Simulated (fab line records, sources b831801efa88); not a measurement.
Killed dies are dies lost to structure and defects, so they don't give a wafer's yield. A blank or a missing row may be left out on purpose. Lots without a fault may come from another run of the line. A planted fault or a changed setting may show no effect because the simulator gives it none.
A struck lot beside a sound one | flow sky130 | 14 steps out of a route of 708
Sound: wafers L942.1, L942.2, L942.6. Struck: wafers L932.1, L932.2, L932.5. The cause comes at the end.
At each step with rows: each side's tool, then ch and its chambers, then its first start. Under that, the readings that differ: sound wafers | struck wafers | difference of the means | sigmas: that difference in standard deviations of wafers without a fault.
alike: readings whose means differ by less than 2 such deviations, and words and numbers that are the same on both sides. not compared: withheld readings, readings that some wafer has no value for, bounds like >300 that may hide the same value, and numbers for which the record gives no deviation and whose values overlap.
The two part at a step that has a row with sigmas, a row that says differs or no value, or rows on one side only. Numbers that don't overlap but have no deviation are shown without sigmas and don't part them. A reading that every wafer of one side lacks parts them only if that side has two wafers or more.

first, 3 steps without rows for these wafers: SKY_METAL3_CLEAN_21 (cleans in IPA, time 180 s); SKY_METAL3_CLEAN_22 (cleans in O3/DIW); SKY_VIA3_HDPCVD_00 (deposits SiO2, target thk 1635 nm, time 272.5 s).
SKY_VIA3_THK_MEAS_01:
  sound on film_metro-01, day 43 13:14; struck on film_metro-01, day 40 16:27
  alike: VIA3_HDPCVD_THK
SKY_VIA3_CMP_02: polishes SiO2.
  sound on cmp-02 ch 0,2,3, day 43 13:20; struck on cmp-01 ch 0,1,2, day 40 16:34
  alike: motor_current_A
SKY_VIA3_BOW_MEAS_03:
  sound on film_metro-04, day 43 13:35; struck on film_metro-02, day 40 16:49
  alike: VIA3_BOW
then, 6 steps without rows for these wafers: SKY_VIA3_DEHYDRATE_04 (time 60 s); SKY_VIA3_HMDS_05 (prime time 60 s); SKY_VIA3_COAT_06 (resist thk 60 nm); SKY_VIA3_COAT_07 (resist thk 450 nm); SKY_VIA3_SOFTBAKE_08 (time 90 s); SKY_VIA3_EXPOSE_09 (exposes mask VIM3, target cd 200 nm).
SKY_VIA3_PEB_10:
  sound on litho_track-02 ch 0, day 44 12:00; struck on litho_track-04, day 41 15:00
  reading         | sound          | struck | difference                    | sigmas
  exhaust_pa (Pa) | 44.9 44.0 45.5 | - - -  | no value on the struck wafers |
  not compared: chill_plate_temp_C
then, 1 step without rows for these wafers: SKY_VIA3_DEVELOP_11 (develop time 60 s).

WHERE THEY PART
Only at SKY_VIA3_PEB_10, within this record.

WHY: what the simulator had put in
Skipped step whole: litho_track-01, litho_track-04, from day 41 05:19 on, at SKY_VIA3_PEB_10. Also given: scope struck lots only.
